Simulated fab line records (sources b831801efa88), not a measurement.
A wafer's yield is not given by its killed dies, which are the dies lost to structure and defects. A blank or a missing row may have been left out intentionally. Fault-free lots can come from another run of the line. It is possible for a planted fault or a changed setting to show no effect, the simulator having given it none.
Chamber matching + flow gf180mcu + GF_V5_CMP_26 on cmp-02: 4 sister chambers
The step polishes, stops on SiO2, t overpolish 15 s, target thk 0 nm. 14 wafers are shown with their chamber, then 6 later ones without.

== WAFERS PAIRED WITH THEIR CHAMBERS ==
| wafer  | chamber | timeToEndpointS (s) | motorCurrentA (A) | slurryFilterDpKPa (kPa) |
|--------|---------|---------------------|-------------------|-------------------------|
| L319.1 | 1       | 89                  | 9.9               | 13.35                   |
| L319.3 | 2       | 83                  | 10.5              | 13.36                   |
| L319.6 | 1       | 87                  | 10.3              | 13.44                   |
| L320.4 | 1       | 89                  | 10.4              | 13.45                   |
| L320.5 | 0       | 79                  | 10.6              | 13.65                   |
| L320.6 | 1       | 87                  | 10.8              | 13.56                   |
| L321.4 | 1       | 85                  | 11.2              | 13.48                   |
| L321.5 | 1       | 87                  | 10.2              | 13.78                   |
| L321.6 | 2       | 81                  | 11.2              | 13.42                   |
| L322.1 | 1       | 90                  | 10.4              | 13.45                   |
| L322.2 | 3       | 88                  | 11.2              | 13.45                   |
| L322.4 | 2       | 82                  | 10.4              | 13.57                   |
| L329.2 | 0       | 79                  | 10.8              | 13.41                   |
| L329.4 | 2       | 83                  | 11.4              | 13.56                   |

SIGNATURES (averages over the wafers above)
| reading           | chamber 0 | chamber 1 | chamber 2 | chamber 3 | scatter within a chamber |
|-------------------|-----------|-----------|-----------|-----------|--------------------------|
| timeToEndpointS   | 79.00     | 87.71     | 82.25     | 88.00     | 1.42                     |
| motorCurrentA     | 10.700    | 10.457    | 10.875    | 11.200    | 0.429                    |
| slurryFilterDpKPa | 13.5300   | 13.5014   | 13.4775   | 13.4500   | 0.132                    |
Rule: for each reading, subtract the chamber's mean from the wafer's reading, divide by that reading's scatter and square the result; add these up over the readings and take the root, which gives the wafer's distance from the chamber. The wafer belongs to the nearest chamber; if the next one is less than 2 further off, it can't be placed. The scatter: the root of (the sum of the squares of (reading less its chamber's mean) over the shown wafers, divided by (wafers less chambers)).

== WAFERS WITH NO CHAMBER GIVEN ==
| wafer  | timeToEndpointS (s) | motorCurrentA (A) | slurryFilterDpKPa (kPa) |
|--------|---------------------|-------------------|-------------------------|
| L334.4 | 84                  | 10.9              | 13.50                   |
| L334.5 | 78                  | 10.3              | 13.42                   |
| L334.6 | 82                  | 11.2              | 13.32                   |
| L335.3 | 79                  | 10.3              | 13.60                   |
| L335.5 | 80                  | 10.0              | 13.56                   |
| L335.6 | 87                  | 10.4              | 13.40                   |

== WHICH CHAMBER EACH ONE RAN IN ==
| wafer  | from the rows above          | in truth |
|--------|------------------------------|----------|
| L334.4 | can't be placed: 2 or 1 or 3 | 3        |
| L334.5 | can't be placed: 0 or 2      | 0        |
| L334.6 | can't be placed: 2 or 0      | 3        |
| L335.3 | can't be placed: 0 or 2      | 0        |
| L335.5 | can't be placed: 0 or 2      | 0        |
| L335.6 | can't be placed: 1 or 3      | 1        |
Correctly placed: 0 of 6. Can't be placed from these rows: 6 (the true chamber is among the candidates in 5). Placed wrongly: 0.
